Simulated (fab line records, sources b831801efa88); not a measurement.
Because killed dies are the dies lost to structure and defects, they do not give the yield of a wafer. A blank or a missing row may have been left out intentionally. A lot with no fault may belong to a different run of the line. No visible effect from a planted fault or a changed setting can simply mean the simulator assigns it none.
Which tool did it?    flow sky130    7 lots with 21 wafers sampled at 2 steps, on a route of 708 steps

WHAT EACH GAUGE READ, for each wafer
SKY_SONOS_TUNNEL_CD_MEAS_07: the cd target is 410 nm.
lot   measured      on        cdNm (nm)
L179  day 11 19:28  cdSem-01  408.9 407.4 410.3
L183  day 13 06:05  cdSem-02  409.3 409.8 411.5
L185  day 13 19:09  cdSem-02  410.1 411.6 412.1
L187  day 14 09:31  cdSem-01  409.8 410.4 411.8
L190  day 15 05:00  cdSem-01  409.1 408.6 408.7
L198  day 18 06:48  cdSem-02  - - -
L201  day 19 05:09  cdSem-01  408.1 411.0 408.3

WHICH TOOL RAN EACH LOT (tool, then ch and the chambers of the sampled wafers, then the start)
lot   SKY_SONOS_TUNNEL_DEVELOP_06
L179  lithoTrack-03 ch 0, day 11 19:20
L183  lithoTrack-02 ch 0, day 13 05:56
L185  lithoTrack-03 ch 0, day 13 18:57
L187  lithoTrack-03 ch 0, day 14 09:23
L190  lithoTrack-04 ch 0, day 15 04:52
L198  lithoTrack-03 ch 0, day 18 06:39
L201  lithoTrack-02 ch 0, day 19 05:01
- SKY_SONOS_TUNNEL_DEVELOP_06: develop time 60 s.

THE ANSWER, worked out from the rows above alone
Rule: the lots themselves supply what counts as usual. The widest of any qualifying gaps counts: lots, ordered by their means at a reading, are off when they make up no more than a third of the lots, leave a main group of 4 or more, and stand apart from it by 3 or more times the standard deviation of that group's means. The tables above print the reading to a certain number of digits; a main group whose means all agree to those digits is not used. A lot without any number at a reading at which 4 lots or more have one is off too. Any other lot the step has rows for is counted as sound.
Off, at SKY_SONOS_TUNNEL_CD_MEAS_07 on cdNm: L198. Without a number there: L198. For the main group the mean is 409.8 nm and the standard deviation 0.95.
A tool fits if, at a process step before that reading, it ran every lot that is off, and no sound lot after the first of them. The gauges at SKY_SONOS_TUNNEL_CD_MEAS_07 are tried like those tools. 2 tools fit, lithoTrack-03 at SKY_SONOS_TUNNEL_DEVELOP_06 and cdSem-02 at SKY_SONOS_TUNNEL_CD_MEAS_07, so this cannot tell which one it is.

WHAT HAD BEEN PUT IN BY THE SIMULATOR
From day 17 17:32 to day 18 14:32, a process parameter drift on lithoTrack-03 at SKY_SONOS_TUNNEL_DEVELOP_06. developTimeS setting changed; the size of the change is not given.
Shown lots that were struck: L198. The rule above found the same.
